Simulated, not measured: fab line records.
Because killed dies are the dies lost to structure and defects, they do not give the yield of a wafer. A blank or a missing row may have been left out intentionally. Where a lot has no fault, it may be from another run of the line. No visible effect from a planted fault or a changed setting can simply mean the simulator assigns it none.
Which tool is to blame? + flow sky130 + 12 lots, 36 wafers sampled, at 1 step of a route of 708

WHAT THE GAUGES READ, wafer by wafer
SKY_LI_CONTACT_THK_MEAS_01. Usual: for LI_CONTACT_HDPCVD_THK the level is 928 nm and the standard deviation is 10.
| lot  | measured     | on            | LI_CONTACT_HDPCVD_THK (nm) | flag |
|------|--------------|---------------|----------------------------|------|
| L619 | day 27 16:58 | film metro-02 | 936 944 934                |      |
| L620 | day 27 21:34 | film metro-04 | 920 943 927                |      |
| L623 | day 29 14:27 | film metro-04 | 929 933 924                |      |
| L624 | day 29 16:01 | film metro-02 | 928 933 927                |      |
| L626 | day 30 07:28 | film metro-04 | 937 923 938                |      |
| L628 | day 31 02:51 | film metro-01 | 907 907 912                |      |
| L632 | day 32 07:01 | film metro-04 | 940 923 921                |      |
| L634 | day 32 19:50 | film metro-02 | 933 936 928                |      |
| L640 | day 34 15:46 | film metro-02 | 926 918 912                |      |
| L639 | day 34 18:56 | film metro-01 | 937 948 936                |      |
| L641 | day 34 22:08 | film metro-02 | 918 932 936                |      |
| L642 | day 35 10:08 | film metro-04 | 923 931 921                |      |

WHICH TOOL RAN EACH LOT (tool, then ch and the chambers of the sampled wafers, then the start)
The record shows no process step preceding these readings.

AS READ BY THE TOOLS THEMSELVES (means over the sampled wafers that have a number; for cases with no such wafer, the mark the record gives instead)
The record holds no such reading with a usual standard deviation.

THE ANSWER, worked out from the rows above alone
Rule: lot off if the mean of its wafers having a number is beyond 3 standard deviations from the usual mean. Also off: a lot with no number at a reading for which 4 or more lots have one. The other lots that the step has rows for count as sound. After the gauges, taken in route order, come the tools' own readings; for these a lot's mean is taken, as printed above. The first step at which some lot is off is used, and at that step the reading that is off furthest; a lot without a number counts as furthest.
No lot is off on any of the readings shown, so nothing can be concluded from this.

WHAT THE SIMULATOR HAD INSERTED
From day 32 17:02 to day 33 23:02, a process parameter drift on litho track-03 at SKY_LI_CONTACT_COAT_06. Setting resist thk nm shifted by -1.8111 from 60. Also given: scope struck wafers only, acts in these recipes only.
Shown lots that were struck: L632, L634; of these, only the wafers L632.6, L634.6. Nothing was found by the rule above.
